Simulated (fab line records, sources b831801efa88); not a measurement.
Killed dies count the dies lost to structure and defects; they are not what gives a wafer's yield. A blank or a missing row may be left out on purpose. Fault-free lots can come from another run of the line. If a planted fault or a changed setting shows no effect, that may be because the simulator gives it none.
Chamber matching + flow sky130 + SKY_POLY_GATE_ETCH_16 on rie diel-03: 4 sister chambers
The step etches Si3N4 in CH3F/O2, stops on poly-Si, time 147.5 s, target depth 75 nm. 14 wafers are shown with their chamber, then 7 later ones without.

## WAFERS WITH THEIR CHAMBER
| wafer  | chamber | drypump motor current A (A) | throttle valve pct (%) | oes product au (a.u.) |
|--------|---------|-----------------------------|------------------------|-----------------------|
| L154.2 | 1       | 6.25                        | 10.547                 | 0.640                 |
| L154.3 | 3       | 5.91                        | 10.518                 | 0.637                 |
| L154.4 | 1       | 6.26                        | 10.542                 | 0.645                 |
| L155.2 | 1       | 6.23                        | 10.543                 | 0.643                 |
| L155.4 | 1       | 6.28                        | 10.533                 | 0.651                 |
| L155.5 | 3       | 5.91                        | 10.520                 | 0.636                 |
| L158.2 | 1       | 6.24                        | 10.539                 | 0.641                 |
| L158.3 | 2       | 5.93                        | 10.526                 | 0.643                 |
| L158.6 | 2       | 5.92                        | 10.535                 | 0.635                 |
| L160.2 | 0       | 5.66                        | 10.537                 | 0.632                 |
| L160.4 | 2       | 5.85                        | 10.521                 | 0.638                 |
| L160.6 | 0       | 5.68                        | 10.526                 | 0.636                 |
| L164.1 | 1       | 6.22                        | 10.530                 | 0.642                 |
| L164.3 | 2       | 5.94                        | 10.529                 | 0.641                 |

SIGNATURES, as means of the wafers listed above
| reading                 | chamber 0 | chamber 1 | chamber 2 | chamber 3 | scatter within a chamber |
|-------------------------|-----------|-----------|-----------|-----------|--------------------------|
| drypump motor current A | 5.6700    | 6.2467    | 5.9100    | 5.9100    | 0.0274                   |
| throttle valve pct      | 10.53150  | 10.53900  | 10.52775  | 10.51900  | 0.00609                  |
| oes product au          | 0.63400   | 0.64367   | 0.63925   | 0.63650   | 0.00353                  |
Rule: distance of a wafer from a chamber = root of the sum over the readings of ((wafer's reading minus chamber's mean) / reading's scatter) squared. If the next closest chamber is less than 2 further off than the closest, the wafer can't be placed; otherwise it belongs to the closest. The scatter is the square root of a quotient: the sum, over the shown wafers, of each reading's squared deviation from its chamber's mean, divided by wafers minus chambers.

## WAFERS WITHOUT THEIR CHAMBER
| wafer  | drypump motor current A (A) | throttle valve pct (%) | oes product au (a.u.) |
|--------|-----------------------------|------------------------|-----------------------|
| L164.6 | 5.89                        | 10.556                 | 0.636                 |
| L167.3 | 6.25                        | 10.537                 | 0.642                 |
| L167.5 | 5.65                        | 10.527                 | 0.647                 |
| L167.6 | 5.92                        | 10.527                 | 0.638                 |
| L172.1 | 5.92                        | 10.537                 | 0.634                 |
| L172.4 | 6.24                        | 10.520                 | 0.634                 |
| L172.6 | 5.89                        | 10.535                 | 0.644                 |

## WHICH CHAMBER EACH ONE RAN IN
| wafer  | from the rows above     | in truth |
|--------|-------------------------|----------|
| L164.6 | can't be placed: 2 or 3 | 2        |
| L167.3 | 1                       | 1        |
| L167.5 | 0                       | 0        |
| L167.6 | can't be placed: 2 or 3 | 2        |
| L172.1 | can't be placed: 2 or 3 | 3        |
| L172.4 | 1                       | 1        |
| L172.6 | can't be placed: 2 or 3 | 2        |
3 of 7 placed correctly. Can't be placed from these rows: 4 (the true chamber is among the candidates in 4). Wrongly placed: 0.
